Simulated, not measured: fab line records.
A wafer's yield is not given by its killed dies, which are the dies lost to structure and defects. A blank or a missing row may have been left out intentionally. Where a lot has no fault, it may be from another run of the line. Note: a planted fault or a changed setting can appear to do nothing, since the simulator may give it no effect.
Which of the tools did it? ; flow sky130 ; 6 lots with 18 wafers sampled at 4 steps, on a route of 708 steps

WHAT THE GAUGES SHOWED, per wafer
SKY_VIA3_OVL_MEAS_13.
lot;measured;on;VIA3_OVL (nm)
L723;day 40 23:57;overlay-02;-2 -1 -1
L725;day 41 17:33;overlay-01;5 3 5
L728;day 42 10:31;overlay-02;3 6 7
L730;day 43 07:43;overlay-02;8 3 9
L740;day 45 10:00;overlay-01;4 1 0
L742;day 45 23:15;overlay-01;-3 0 -5

WHICH TOOL RAN EACH LOT (tool, then ch and the chambers of the sampled wafers, then the start)
lot;SKY_POLY_GATE_IMPLANT_02;SKY_RES_PROTECT_STRIP_07;SKY_METAL3_DESCUM_15
L723;implanter-01 ch 0, day 16 16:37;plasmaAsher-04 ch 1, day 16 16:46;rieMetal-04 ch 0,1, day 39 22:05
L725;implanter-03 ch 0, day 17 10:26;plasmaAsher-04 ch 0,1, day 17 10:34;rieMetal-01 ch 0,1, day 40 14:53
L728;implanter-01 ch 0, day 18 08:23;plasmaAsher-03 ch 0,1, day 18 08:30;rieMetal-03 ch 0,1, day 41 08:48
L730;implanter-02 ch 0, day 19 05:31;plasmaAsher-03 ch 0,1, day 19 05:39;rieMetal-04 ch 0,1, day 42 06:38
L740;implanter-02 ch 0, day 22 12:23;plasmaAsher-02 ch 0,1, day 22 12:31;rieMetal-03 ch 0,1, day 44 10:36
L742;implanter-02 ch 0, day 23 07:35;plasmaAsher-03 ch 0,1, day 23 07:44;rieMetal-04 ch 0,1, day 44 23:32
- SKY_POLY_GATE_IMPLANT_02
- SKY_RES_PROTECT_STRIP_07: strips in O2/N2.
- SKY_METAL3_DESCUM_15: chemistry O2, time 8 s.

THE ANSWER, worked out from the rows above alone
Rule: the usual values come from the lots themselves. Put in order of their means at a reading, lots are off if they are a third of the lots or fewer, leave a main group of 4 or more, and stand apart from it by a gap of 3 or more times the standard deviation of the main group's means; of several such gaps the widest counts. The tables above print the reading to a certain number of digits; a main group whose means all agree to those digits is not used. A lot without any number at a reading at which 4 lots or more have one is off too. Where the step has rows for the other lots, those lots are counted as sound.
Across all readings shown, no lot is off: no conclusion can be drawn from this.

WHAT THE SIMULATOR PUT IN
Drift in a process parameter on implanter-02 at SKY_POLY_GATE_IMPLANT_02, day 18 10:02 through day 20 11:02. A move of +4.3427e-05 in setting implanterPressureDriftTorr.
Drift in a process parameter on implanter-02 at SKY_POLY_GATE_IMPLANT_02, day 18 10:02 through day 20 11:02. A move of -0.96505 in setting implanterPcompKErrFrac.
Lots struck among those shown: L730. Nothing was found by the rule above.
